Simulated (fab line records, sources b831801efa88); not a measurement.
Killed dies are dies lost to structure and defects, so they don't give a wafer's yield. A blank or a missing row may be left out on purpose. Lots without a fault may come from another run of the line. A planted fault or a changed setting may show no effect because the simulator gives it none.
Which tool did it? | flow sky130 | 24 lots, 72 wafers sampled, at 2 steps of a route of 708

WHAT THE GAUGES READ, wafer by wafer
SKY_SONOS_ONO_THK_MEAS_03. Usual: SONOS_ONO_CVD_02_THK 10.55 nm, standard deviation 0.13.
lot  | measured     | on            | SONOS_ONO_CVD_02_THK (nm) | flag
L074 | day 11 16:46 | film_metro-03 | 10.54 10.50 10.41         |
L075 | day 11 21:33 | film_metro-03 | 10.46 10.42 10.49         |
L076 | day 12 02:34 | film_metro-03 | 10.49 10.43 10.53         |
L077 | day 12 08:50 | film_metro-01 | 10.52 10.45 10.59         |
L078 | day 12 20:32 | film_metro-02 | 10.35 10.60 10.62         |
L079 | day 13 05:21 | film_metro-03 | 10.45 10.44 10.48         |
L080 | day 13 10:11 | film_metro-03 | 10.40 10.50 10.53         |
L081 | day 13 20:30 | film_metro-02 | 10.42 10.39 10.63         |
L082 | day 14 05:01 | film_metro-01 | 10.73 10.69 10.71         |
L083 | day 14 09:48 | film_metro-01 | 10.69 10.59 10.73         |
L084 | day 14 17:33 | film_metro-02 | 10.70 10.70 10.67         |
L085 | day 15 01:37 | film_metro-01 | 10.36 10.42 10.50         |
L086 | day 15 11:33 | film_metro-02 | 10.81 10.80 10.71         |
L087 | day 15 16:58 | film_metro-03 | 10.64 10.58 10.68         |
L088 | day 16 03:19 | film_metro-03 | 10.82 10.76 10.79         |
L089 | day 16 14:32 | film_metro-03 | 10.78 10.66 10.73         |
L090 | day 17 01:12 | film_metro-02 | 10.72 10.74 10.65         |
L091 | day 17 06:36 | film_metro-01 | 10.32 10.54 10.34         |
L092 | day 17 13:46 | film_metro-02 | 10.61 10.54 10.42         |
L093 | day 18 04:31 | film_metro-02 | 10.63 10.61 10.69         |
L094 | day 18 08:47 | film_metro-01 | 10.64 10.48 10.35         |
L095 | day 18 16:25 | film_metro-01 | 10.47 10.58 10.49         |
L096 | day 19 03:11 | film_metro-03 | 10.50 10.40 10.58         |
L097 | day 19 09:55 | film_metro-01 | 10.31 10.28 10.27         |

SKY_POLY_GATE_CD_MEAS_13: target cd 150 nm. Usual: cd_nm 150.2 nm, standard deviation 1.2.
lot  | measured     | on        | cd_nm (nm)        | flag
L074 | day 16 10:43 | cd_sem-01 | 151.1 150.7 150.8 |
L075 | day 16 17:09 | cd_sem-01 | 147.6 148.4 148.0 |
L076 | day 16 22:46 | cd_sem-01 | 152.1 150.2 151.4 |
L077 | day 17 06:14 | cd_sem-01 | 150.9 149.9 151.1 |
L078 | day 17 20:25 | cd_sem-02 | 151.0 151.3 150.8 |
L079 | day 18 03:12 | cd_sem-02 | 150.0 149.3 150.7 |
L080 | day 18 09:02 | cd_sem-01 | 152.3 151.5 152.3 |
L081 | day 18 23:50 | cd_sem-02 | 149.6 151.1 149.5 |
L082 | day 19 09:23 | cd_sem-01 | 150.6 151.5 152.3 |
L083 | day 19 16:49 | cd_sem-01 | 149.6 150.0 150.8 |
L084 | day 20 03:58 | cd_sem-02 | 151.0 150.2 149.6 |
L085 | day 20 12:29 | cd_sem-02 | 150.0 150.1 150.3 |
L086 | day 20 18:46 | cd_sem-02 | 150.7 149.4 149.6 |
L087 | day 21 02:53 | cd_sem-01 | 149.3 150.0 151.1 |
L088 | day 21 13:37 | cd_sem-02 | 151.6 150.6 149.6 |
L089 | day 21 23:35 | cd_sem-02 | 147.8 149.1 149.2 |
L090 | day 22 12:57 | cd_sem-01 | 150.6 149.2 149.2 |
L091 | day 22 16:05 | cd_sem-02 | 149.9 149.3 149.4 |
L092 | day 23 00:32 | cd_sem-01 | 148.6 149.6 148.2 |
L093 | day 23 14:08 | cd_sem-02 | 149.7 149.2 148.5 |
L094 | day 23 18:26 | cd_sem-01 | 149.1 150.1 150.1 |
L095 | day 24 06:04 | cd_sem-02 | 150.1 149.9 150.9 |
L096 | day 24 14:49 | cd_sem-02 | 149.9 150.0 149.6 |
L097 | day 24 21:06 | cd_sem-02 | 151.8 153.0 151.0 |

WHICH TOOL RAN EACH LOT (tool, then ch and the chambers of the sampled wafers, then the start)
The record holds no process step before these readings.

WHAT THE TOOLS THEMSELVES READ (means of the sampled wafers that have a number; where no wafer has one, the mark that the record gives instead)
The record holds no such reading with a usual standard deviation.

THE ANSWER, worked out from the rows above alone
Rule: a lot is off if the mean of its wafers that have a number lies more than 3 standard deviations from the usual mean. A lot without any number at a reading at which 4 lots or more have one is off too. The other lots that the step has rows for count as sound. The gauges are gone through in route order, then the tools' own readings, and for those a lot's mean is taken as printed above. The first step at which some lot is off is used, and at that step the reading that is off furthest; a lot without a number counts as furthest.
No lot is off at any reading shown: from this, nothing can be told.

WHAT THE SIMULATOR HAD PUT IN
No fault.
